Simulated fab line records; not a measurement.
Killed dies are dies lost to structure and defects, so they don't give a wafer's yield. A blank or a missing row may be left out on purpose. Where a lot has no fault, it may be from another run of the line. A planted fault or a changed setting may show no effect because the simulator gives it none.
Which of the tools did it? / flow sky130 / Sampling: 15 lots, 45 wafers, 2 of 708 route steps

== WHAT THE GAUGES SHOWED, per wafer ==
SKY_LDD_N_TW_MEAS_17. Usual: LDD_N_TW gives 2574 (standard deviation 11).
lot=L290; measured=day 17 11:32; on=filmMetro-04; LDD_N_TW=2571 2559 2554; flag=
lot=L291; measured=day 17 23:04; on=filmMetro-01; LDD_N_TW=2591 2588 2584; flag=
lot=L292; measured=day 18 07:28; on=filmMetro-01; LDD_N_TW=2569 2577 2569; flag=
lot=L293; measured=day 18 22:14; on=filmMetro-01; LDD_N_TW=2570 2574 2553; flag=
lot=L294; measured=day 19 03:13; on=filmMetro-01; LDD_N_TW=2585 2599 2592; flag=
lot=L295; measured=day 19 16:38; on=filmMetro-04; LDD_N_TW=2567 2573 2579; flag=
lot=L302; measured=day 22 08:33; on=filmMetro-01; LDD_N_TW=2562 2561 2579; flag=
lot=L303; measured=day 22 17:25; on=filmMetro-03; LDD_N_TW=2577 2573 2573; flag=
lot=L305; measured=day 23 04:42; on=filmMetro-04; LDD_N_TW=2571 2587 2580; flag=
lot=L306; measured=day 23 17:13; on=filmMetro-01; LDD_N_TW=2592 2595 2593; flag=
lot=L308; measured=day 24 05:59; on=filmMetro-01; LDD_N_TW=2581 2578 2578; flag=
lot=L309; measured=day 24 13:30; on=filmMetro-03; LDD_N_TW=2591 2581 2587; flag=
lot=L311; measured=day 25 05:55; on=filmMetro-04; LDD_N_TW=2565 2574 2560; flag=
lot=L312; measured=day 25 15:19; on=filmMetro-01; LDD_N_TW=2548 2557 2561; flag=
lot=L313; measured=day 25 21:43; on=filmMetro-04; LDD_N_TW=2571 2559 2563; flag=

SKY_SPACER_THK_MEAS_01. Usual: SPACER_CVD_00_THK gives 43.1 nm (standard deviation 0.38).
lot=L290; measured=day 22 17:40; on=filmMetro-04; SPACER_CVD_00_THK (nm)=43.3 43.2 43.6; flag=
lot=L291; measured=day 23 09:07; on=filmMetro-03; SPACER_CVD_00_THK (nm)=42.7 42.4 43.2; flag=
lot=L292; measured=day 23 12:05; on=filmMetro-02; SPACER_CVD_00_THK (nm)=43.3 42.9 43.4; flag=
lot=L293; measured=day 24 04:35; on=filmMetro-04; SPACER_CVD_00_THK (nm)=43.7 43.2 43.7; flag=
lot=L294; measured=day 24 13:37; on=filmMetro-02; SPACER_CVD_00_THK (nm)=43.5 43.9 44.3; flag=
lot=L295; measured=day 24 20:08; on=filmMetro-03; SPACER_CVD_00_THK (nm)=42.2 42.4 42.4; flag=
lot=L302; measured=day 27 09:23; on=filmMetro-02; SPACER_CVD_00_THK (nm)=42.5 42.5 42.8; flag=
lot=L303; measured=day 27 16:50; on=filmMetro-04; SPACER_CVD_00_THK (nm)=42.7 42.6 42.2; flag=
lot=L305; measured=day 28 04:12; on=filmMetro-03; SPACER_CVD_00_THK (nm)=42.9 42.8 43.2; flag=
lot=L306; measured=day 28 17:53; on=filmMetro-03; SPACER_CVD_00_THK (nm)=43.3 43.3 43.0; flag=
lot=L308; measured=day 29 03:17; on=filmMetro-02; SPACER_CVD_00_THK (nm)=42.9 42.5 42.9; flag=
lot=L309; measured=day 29 13:08; on=filmMetro-04; SPACER_CVD_00_THK (nm)=43.1 43.0 43.2; flag=
lot=L311; measured=day 30 02:43; on=filmMetro-04; SPACER_CVD_00_THK (nm)=43.3 43.0 43.2; flag=
lot=L312; measured=day 30 12:16; on=filmMetro-04; SPACER_CVD_00_THK (nm)=43.3 43.3 43.3; flag=
lot=L313; measured=day 30 16:37; on=filmMetro-03; SPACER_CVD_00_THK (nm)=42.8 43.0 43.1; flag=

== WHICH TOOL RAN EACH LOT (tool, then ch and the chambers of the sampled wafers, then the start) ==
Record: no process step prior to these readings.

== AS READ BY THE TOOLS THEMSELVES (means over the sampled wafers that have a number; for cases with no such wafer, the mark the record gives instead) ==
The record holds no such reading with a usual standard deviation.

== THE ANSWER, worked out from the rows above alone ==
Rule: take the mean of a lot's wafers that have a number; if it is more than 3 standard deviations from the usual mean, the lot is off. Also off: a lot with no number at a reading for which 4 or more lots have one. The other lots that the step has rows for count as sound. Order of review: gauges by route order, followed by the tools' own readings, for which a lot's mean as printed above is used. At the first step where some lot is off, the reading lying furthest off is the one used; lots without a number count as furthest.
No lot is off on any of the readings shown, so nothing can be concluded from this.

== WHAT THE SIMULATOR HAD INSERTED ==
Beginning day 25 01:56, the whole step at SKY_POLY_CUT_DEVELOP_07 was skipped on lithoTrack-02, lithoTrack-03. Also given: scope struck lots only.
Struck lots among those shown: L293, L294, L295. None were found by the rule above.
